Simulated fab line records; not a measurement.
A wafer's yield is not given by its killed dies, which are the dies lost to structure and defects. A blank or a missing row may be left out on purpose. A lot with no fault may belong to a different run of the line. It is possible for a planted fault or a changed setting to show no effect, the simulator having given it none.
Which tool is to blame? + flow gf180mcu + 39 wafers from 13 lots sampled at 4 of the route's 602 steps

WHAT THE GAUGES READ, wafer by wafer
GF_M3_OVL_MEAS_15. Usual: for M3_OVL the level is 0 nm and the standard deviation is 6.4.
| lot  | measured     | on         | M3_OVL (nm) | flag |
|------|--------------|------------|-------------|------|
| L154 | day 22 01:08 | overlay-02 | -10 -4 -4   |      |
| L155 | day 22 04:22 | overlay-01 | 1 4 -7      |      |
| L156 | day 22 11:34 | overlay-02 | -5 6 -8     |      |
| L159 | day 23 17:19 | overlay-02 | -3 5 6      |      |
| L160 | day 24 02:52 | overlay-01 | 7 7 0       |      |
| L161 | day 24 10:32 | overlay-02 | 6 -11 2     |      |
| L162 | day 24 17:46 | overlay-02 | 7 -2 8      |      |
| L163 | day 25 07:10 | overlay-01 | 11 3 14     |      |
| L171 | day 27 15:13 | overlay-01 | -8 -5 -5    |      |
| L172 | day 27 19:32 | overlay-01 | -6 -2 2     |      |
| L173 | day 28 02:49 | overlay-01 | 14 3 8      |      |
| L174 | day 28 07:48 | overlay-01 | -9 -4 -2    |      |
| L176 | day 28 19:22 | overlay-02 | 6 0 3       |      |

GF_V3_OVL_MEAS_15. Usual: for V3_OVL the level is 2 nm and the standard deviation is 5.1.
| lot  | measured     | on         | V3_OVL (nm) | flag |
|------|--------------|------------|-------------|------|
| L154 | day 23 01:30 | overlay-01 | 11 9 14     |      |
| L155 | day 23 06:07 | overlay-02 | -2 -10 -5   |      |
| L156 | day 23 12:19 | overlay-02 | 4 0 -2      |      |
| L159 | day 24 17:26 | overlay-02 | -2 -5 -2    |      |
| L160 | day 25 02:43 | overlay-02 | 7 9 4       |      |
| L161 | day 25 09:44 | overlay-01 | -7 -1 -1    |      |
| L162 | day 25 16:43 | overlay-02 | 2 2 -3      |      |
| L163 | day 26 06:16 | overlay-02 | 8 12 10     |      |
| L171 | day 28 12:34 | overlay-01 | -4 -1 -6    |      |
| L172 | day 28 16:47 | overlay-01 | 5 3 4       |      |
| L173 | day 28 23:13 | overlay-01 | 2 2 7       |      |
| L174 | day 29 04:48 | overlay-02 | 5 1 5       |      |
| L176 | day 29 16:26 | overlay-01 | -4 3 2      |      |

WHAT TOOL EACH LOT RAN ON (gives the tool, then ch and the chambers of the sampled wafers, and finally the start)
| lot  | GF_M2_SPUTTER_00            | GF_V2_STRIP_18                      |
|------|-----------------------------|-------------------------------------|
| L154 | pvdSputter-01, day 18 20:20 | plasmaAsher-03 ch 0,1, day 20 23:14 |
| L155 | pvdSputter-01, day 18 23:35 | plasmaAsher-01 ch 0,1, day 21 02:35 |
| L156 | pvdSputter-01, day 19 07:37 | plasmaAsher-01 ch 0,1, day 21 10:26 |
| L159 | pvdSputter-01, day 20 15:22 | plasmaAsher-03 ch 0, day 22 16:41   |
| L160 | pvdSputter-02, day 21 00:57 | plasmaAsher-02 ch 0,1, day 23 02:38 |
| L161 | pvdSputter-01, day 21 09:10 | plasmaAsher-02 ch 0,1, day 23 10:47 |
| L162 | pvdSputter-01, day 21 15:40 | plasmaAsher-02 ch 0,1, day 23 15:56 |
| L163 | pvdSputter-02, day 22 07:49 | plasmaAsher-03 ch 0,1, day 24 07:45 |
| L171 | pvdSputter-02, day 24 20:41 | plasmaAsher-01 ch 0,1, day 26 16:54 |
| L172 | pvdSputter-02, day 25 02:07 | plasmaAsher-01 ch 0,1, day 26 22:11 |
| L173 | pvdSputter-02, day 25 09:58 | plasmaAsher-03 ch 1, day 27 05:32   |
| L174 | pvdSputter-02, day 25 15:07 | plasmaAsher-03 ch 0,1, day 27 10:51 |
| L176 | pvdSputter-04, day 26 03:56 | plasmaAsher-01 ch 0,1, day 27 22:41 |
- GF_M2_SPUTTER_00: material Ti, target thk 37.5 nm, time 150 s.
- GF_V2_STRIP_18: strips in O2/N2.

WHAT THE TOOLS THEMSELVES READ (means of the sampled wafers that have a number; where no wafer has one, the mark that the record gives instead)
GF_M2_SPUTTER_00. Usual: 29.2 % for throttleValvePct, sd 0.83.
| lot  | tool          | throttleValvePct (%) | flag |
|------|---------------|----------------------|------|
| L154 | pvdSputter-01 | 28.5                 |      |
| L155 | pvdSputter-01 | 29.0                 |      |
| L156 | pvdSputter-01 | 29.1                 |      |
| L159 | pvdSputter-01 | 29.1                 |      |
| L160 | pvdSputter-02 | 29.8                 |      |
| L161 | pvdSputter-01 | 28.7                 |      |
| L162 | pvdSputter-01 | 29.1                 |      |
| L163 | pvdSputter-02 | 29.1                 |      |
| L171 | pvdSputter-02 | 29.9                 |      |
| L172 | pvdSputter-02 | 29.7                 |      |
| L173 | pvdSputter-02 | 29.9                 |      |
| L174 | pvdSputter-02 | 29.8                 |      |
| L176 | pvdSputter-04 | 29.8                 |      |

GF_V2_STRIP_18. Usual: drypumpMotorCurrentA 5.74 A, standard deviation 0.27; heaterPowerW 347 W, standard deviation 23; oesProductAu 0.593 a.u., standard deviation 0.0048.
| lot  | tool           | drypumpMotorCurrentA (A) | heaterPowerW (W) | oesProductAu (a.u.) | flag |
|------|----------------|--------------------------|------------------|---------------------|------|
| L154 | plasmaAsher-03 | 5.68                     | 341              | 0.596               |      |
| L155 | plasmaAsher-01 | 5.60                     | 361              | 0.589               |      |
| L156 | plasmaAsher-01 | 5.64                     | 369              | 0.598               |      |
| L159 | plasmaAsher-03 | 5.48                     | 341              | 0.594               |      |
| L160 | plasmaAsher-02 | 5.75                     | 329              | 0.593               |      |
| L161 | plasmaAsher-02 | 5.73                     | 332              | 0.595               |      |
| L162 | plasmaAsher-02 | 5.75                     | 331              | 0.589               |      |
| L163 | plasmaAsher-03 | 5.86                     | 332              | 0.596               |      |
| L171 | plasmaAsher-01 | 5.63                     | 363              | 0.590               |      |
| L172 | plasmaAsher-01 | 5.62                     | 370              | 0.595               |      |
| L173 | plasmaAsher-03 | 6.04                     | 332              | 0.590               |      |
| L174 | plasmaAsher-03 | 5.67                     | 336              | 0.593               |      |
| L176 | plasmaAsher-01 | 5.64                     | 368              | 0.595               |      |

THE ANSWER, worked out from the rows above alone
Rule: lot off if the mean of its wafers having a number is beyond 3 standard deviations from the usual mean. Also off: a lot with no number at a reading for which 4 or more lots have one. Where the step has rows for the other lots, those lots are counted as sound. After the gauges, taken in route order, come the tools' own readings; for these a lot's mean is taken, as printed above. The first step at which some lot is off is used, and at that step the reading that is off furthest; a lot without a number counts as furthest.
None of the lots is off at any reading shown; this tells nothing.

WHAT THE SIMULATOR PUT IN
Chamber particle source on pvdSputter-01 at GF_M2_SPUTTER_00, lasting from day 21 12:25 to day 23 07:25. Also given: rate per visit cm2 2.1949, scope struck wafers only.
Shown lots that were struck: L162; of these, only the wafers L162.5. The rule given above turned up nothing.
